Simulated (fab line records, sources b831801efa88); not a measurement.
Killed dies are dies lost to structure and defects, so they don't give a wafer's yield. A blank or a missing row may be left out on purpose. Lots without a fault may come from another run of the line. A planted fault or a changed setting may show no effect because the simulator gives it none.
Which tool did it? | flow gf180mcu | 7 lots, 21 wafers sampled, at 1 step of a route of 602

WHAT THE GAUGES READ, wafer by wafer
GF_SALICIDE_THK_MEAS_05: measures by xrf.
lot  | measured     | on            | SALICIDE_TIN_THK (nm)
L509 | day 16 14:01 | film_metro-02 | 19.4 20.0 19.5
L511 | day 17 15:17 | film_metro-02 | 19.9 19.9 19.8
L519 | day 20 12:42 | film_metro-03 | 20.0 20.0 19.8
L521 | day 20 22:15 | film_metro-03 | 19.7 20.0 19.6
L523 | day 21 13:44 | film_metro-01 | 20.3 20.3 20.1
L526 | day 22 16:50 | film_metro-03 | 20.0 19.8 19.9
L528 | day 23 10:47 | film_metro-02 | 20.2 20.6 20.0

WHICH TOOL RAN EACH LOT (tool, then ch and the chambers of the sampled wafers, then the start)
The record holds no process step before these readings.

THE ANSWER, worked out from the rows above alone
Rule: what is usual is taken from the lots themselves. Put in order of their means at a reading, lots are off if they are a third of the lots or fewer, leave a main group of 4 or more, and stand apart from it by a gap of 3 or more times the standard deviation of the main group's means; of several such gaps the widest counts. A main group whose means are all the same, to the digits that the tables above print for the reading, isn't used. A lot without any number at a reading at which 4 lots or more have one is off too. The other lots that the step has rows for count as sound.
No lot is off at any reading shown: from this, nothing can be told.

WHAT THE SIMULATOR HAD PUT IN
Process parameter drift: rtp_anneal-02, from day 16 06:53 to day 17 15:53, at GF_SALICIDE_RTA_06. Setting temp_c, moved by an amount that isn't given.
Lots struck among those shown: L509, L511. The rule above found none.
